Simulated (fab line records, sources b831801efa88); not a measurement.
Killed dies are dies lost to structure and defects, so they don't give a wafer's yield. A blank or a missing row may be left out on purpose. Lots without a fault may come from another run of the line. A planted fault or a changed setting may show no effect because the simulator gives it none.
Chamber matching | flow gf180mcu | GF_V5_CMP_04 on cmp-01: 4 sister chambers
The step polishes SiO2. 4 wafers are shown with their chamber, then 9 later ones without.

WAFERS WITH THEIR CHAMBER
wafer  | chamber | motor_current_A (A)
L480.1 | 1       | 11.9
L480.4 | 0       | 10.2
L482.3 | 2       | 11.3
L482.5 | 3       | 11.0

WAFERS WITHOUT THEIR CHAMBER
wafer  | motor_current_A (A)
L484.2 | 11.3
L484.4 | 11.5
L484.5 | 11.2
L487.2 | 11.3
L487.4 | 11.7
L487.5 | 12.1
L486.2 | 11.2
L486.4 | 11.3
L486.6 | 11.4

WHICH CHAMBER EACH WENT THROUGH
wafer  | from the rows above     | in truth
L484.2 | 2                       | 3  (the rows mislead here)
L484.4 | can't be placed: 2 or 1 | 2
L484.5 | can't be placed: 2 or 3 | 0
L487.2 | 2                       | 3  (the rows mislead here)
L487.4 | can't be placed: 1 or 2 | 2
L487.5 | 1                       | 1
L486.2 | can't be placed: 2 or 3 | 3
L486.4 | 2                       | 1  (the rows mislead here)
L486.6 | 2                       | 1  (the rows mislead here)
Placed correctly: 1 of 9. Can't be placed from these rows: 4 (the true chamber is among the candidates in 3). Placed wrongly: 4.
How it was worked out, from the rows above alone: a wafer's distance from a chamber is the root of the sum, over the readings, of the square of ((its reading less the chamber's mean) divided by the reading's scatter). The wafer belongs to the nearest chamber; if the next one is less than 2 further off, it can't be placed. A chamber's mean is the mean of its shown wafers. The scatter: with one shown wafer a chamber, the root of the mean of the squares of how far each hidden wafer lies from its nearest shown one.
